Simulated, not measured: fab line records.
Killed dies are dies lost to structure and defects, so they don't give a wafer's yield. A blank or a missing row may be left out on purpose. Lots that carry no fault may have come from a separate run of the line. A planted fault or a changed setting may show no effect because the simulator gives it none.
2 desks looking at one fault :: flow sky130 :: what lay behind the numbers comes last; until then each desk has only its own

## AT THE TOOL OWNER'S DESK: cmp-02
The tool's own readings at SKY_FIELD_ISO_CMP_27 (polishes, stops on Si3N4, t overpolish 16 s, target thk 457.8 nm): means of the sampled wafers that have a number, for each lot that ran on this tool. A lot is out of limits, marked OUT, if its mean lies more than 4 standard deviations from the usual mean; the brackets give that distance.
Columns: A = motorCurrentA at SKY_FIELD_ISO_CMP_27, usual 12.5 A; B = overpolishRunS at SKY_FIELD_ISO_CMP_27, usual 16.000 s; C = slurryFilterDpKPa at SKY_FIELD_ISO_CMP_27, usual 13.50 kPa; D = timeToEndpointS at SKY_FIELD_ISO_CMP_27, usual 113 s
lot: L231
first seen here: day 4 12:08
A: 12.7
B: 15.999
C: 13.38
D: 100

lot: L232
first seen here: day 4 17:43
A: 12.7
B: 15.995
C: 13.47
D: 97 (-4.4) OUT
This desk's finding: out of limits on L232; first on L232, day 4 17:43 (timeToEndpointS at SKY_FIELD_ISO_CMP_27). In limits: L231.

## THE METROLOGY DESK
What the gauges read, lot by lot, whatever tool the lot ran on: means of the sampled wafers that have a number. A lot is out of limits, marked OUT, if its mean lies more than 4 standard deviations from the usual mean; the brackets give that distance.
Columns: A = FIELD_ISO_OXIDATION_01_THK at SKY_FIELD_ISO_THK_MEAS_23, usual 9.92 nm; B = FIELD_ISO_CVD_24_THK at SKY_FIELD_ISO_THK_MEAS_25, usual 592 nm
lot: L230
first seen here: day 4 07:31
A: 9.96
B: 589

lot: L231
first seen here: day 4 10:24
A: 9.76
B: 600

lot: L232
first seen here: day 4 15:41
A: 9.66
B: 596

lot: L240
first seen here: day 6 09:37
A: 10.21
B: 589

lot: L243
first seen here: day 7 04:16
A: 10.16
B: 588

lot: L244
first seen here: day 7 07:09
A: 10.29
B: 585
This desk found nothing out of limits on any of the 6 lots.

## TAKEN TOGETHER
An alarm could have come from the tool owner's desk at day 4 17:43, on L232.
The metrology desk saw nothing out of limits.
The metrology desk holds a record of L232, inside its limits.
Of the lots named, all ran SKY_FIELD_ISO_CMP_27 on cmp-02.

## WHAT HAD BEEN PUT IN BY THE SIMULATOR
cmp-02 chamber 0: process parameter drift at SKY_FIELD_ISO_CMP_27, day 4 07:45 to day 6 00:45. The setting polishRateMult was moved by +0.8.
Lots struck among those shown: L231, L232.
Time in hours from fault onset to the first out-of-limits reading at each desk: the tool owner's desk, 10.
